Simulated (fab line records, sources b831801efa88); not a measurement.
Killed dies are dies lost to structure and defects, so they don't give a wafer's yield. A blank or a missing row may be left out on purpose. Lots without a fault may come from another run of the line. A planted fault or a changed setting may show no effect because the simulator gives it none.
Split-lot experiment | flow sky130 | 5 lots, 23 wafers read, on a route of 708 steps

THE SPLIT
At SKY_VIA4_SPUTTER_17 (material TiN, target thk 20 nm, time 80 s), the setting power_w was moved away from the recipe's 4000 W on 8 of the 23 wafers read, by -5.9% to +8.4%. The other wafers ran this setting at the recipe's value.

The reading is taken at the split's own step.

THE READING
TiN_of_VIA4_SPUTTER_17.thk_nm (the simulator's own value, which no gauge read), in nm, at SKY_VIA4_SPUTTER_17 (material TiN, target thk 20 nm, time 80 s). The file gives no usual value for it. The 15 wafers here that ran the recipe average 20.12 nm, standard deviation 0.22 nm.

wafer  | tool, chamber at the split | power_w as run, W | against the recipe | TiN_of_VIA4_SPUTTER_17.thk_nm, nm | against lot-mates on the recipe
L074.1 | pvd_sputter-03, -          | 4000              | recipe             | 19.93                             | -
L074.2 | pvd_sputter-03, -          | 4194              | +4.8%              | 20.84                             | +0.95
L074.4 | pvd_sputter-03, -          | 4194              | +4.8%              | 20.92                             | +1.03
L074.5 | pvd_sputter-03, -          | 4194              | +4.8%              | 20.89                             | +1.00
L074.6 | pvd_sputter-03, -          | 4000              | recipe             | 19.85                             | -
L077.1 | pvd_sputter-02, -          | 4000              | recipe             | 19.97                             | -
L077.2 | pvd_sputter-02, -          | 4336              | +8.4%              | 21.64                             | +1.62
L077.3 | pvd_sputter-02, -          | 4000              | recipe             | 20.28                             | -
L077.4 | pvd_sputter-02, -          | 4336              | +8.4%              | 21.81                             | +1.79
L077.6 | pvd_sputter-02, -          | 4000              | recipe             | 19.8                              | -
L083.4 | pvd_sputter-03, -          | 4000              | recipe             | 20.18                             | -
L083.5 | pvd_sputter-03, -          | 4000              | recipe             | 20.19                             | -
L083.6 | pvd_sputter-03, -          | 4000              | recipe             | 20.15                             | -
L081.1 | pvd_sputter-01, -          | 4000              | recipe             | 20.35                             | -
L081.2 | pvd_sputter-01, -          | 4000              | recipe             | 20.41                             | -
L081.4 | pvd_sputter-01, -          | 4000              | recipe             | 20.09                             | -
L081.5 | pvd_sputter-01, -          | 4000              | recipe             | 20.39                             | -
L081.6 | pvd_sputter-01, -          | 4000              | recipe             | 20.39                             | -
L085.1 | pvd_sputter-02, -          | 3762              | -5.9%              | 18.64                             | -1.23
L085.2 | pvd_sputter-02, -          | 4000              | recipe             | 19.71                             | -
L085.3 | pvd_sputter-02, -          | 4000              | recipe             | 20.04                             | -
L085.4 | pvd_sputter-02, -          | 3762              | -5.9%              | 18.56                             | -1.32
L085.6 | pvd_sputter-02, -          | 3762              | -5.9%              | 18.46                             | -1.41

THE FIT
A straight line over all 23 wafers: TiN_of_VIA4_SPUTTER_17.thk_nm changes by +0.212 nm for each +1% of power_w; r = +0.96; the points scatter about the line by 0.23 nm.
The same after taking each lot's own level away (the mean of its wafers on the recipe; 23 wafers): +0.211 nm for each +1%; r = +0.99; scatter 0.12 nm.
On that fit, the largest move of power_w shifts the reading by 1.8 nm.
The lots' own levels span 19.875 to 20.326 nm, that is 2.0 times the standard deviation above.
So the lot-to-lot level changes the slope little: the two slopes agree.
Check: with one of the wafers moved furthest among these (+8.4%) left out of the fit, the line predicts +1.79 nm for it against its lot-mates. It came out at +1.62 nm against them.

OTHER SPLITS ON THESE WAFERS
These wafers also went through other splits before the reading. Each is held against what the fit with the lots' levels taken away leaves over:
other split on the same wafers     | wafers away from the commonest value | r with TiN_of_VIA4_SPUTTER_17.thk_nm (lot level and that fit taken away)
SKY_CAP2M_METAL_ETCH_13 icp_w      | 8                                    | -0.40
SKY_METAL4_EXPOSE_10 dose_mj       | 4                                    | +0.11
SKY_VIA4_HDPCVD_00 time_s          | 7                                    | +0.21
SKY_VIA4_DEVELOP_10 develop_time_s | 10                                   | +0.03

THE FILE'S OWN FIT
TiN_of_VIA4_SPUTTER_17.thk_nm changes by +0.209 nm for each +1% of power_w, r = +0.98.
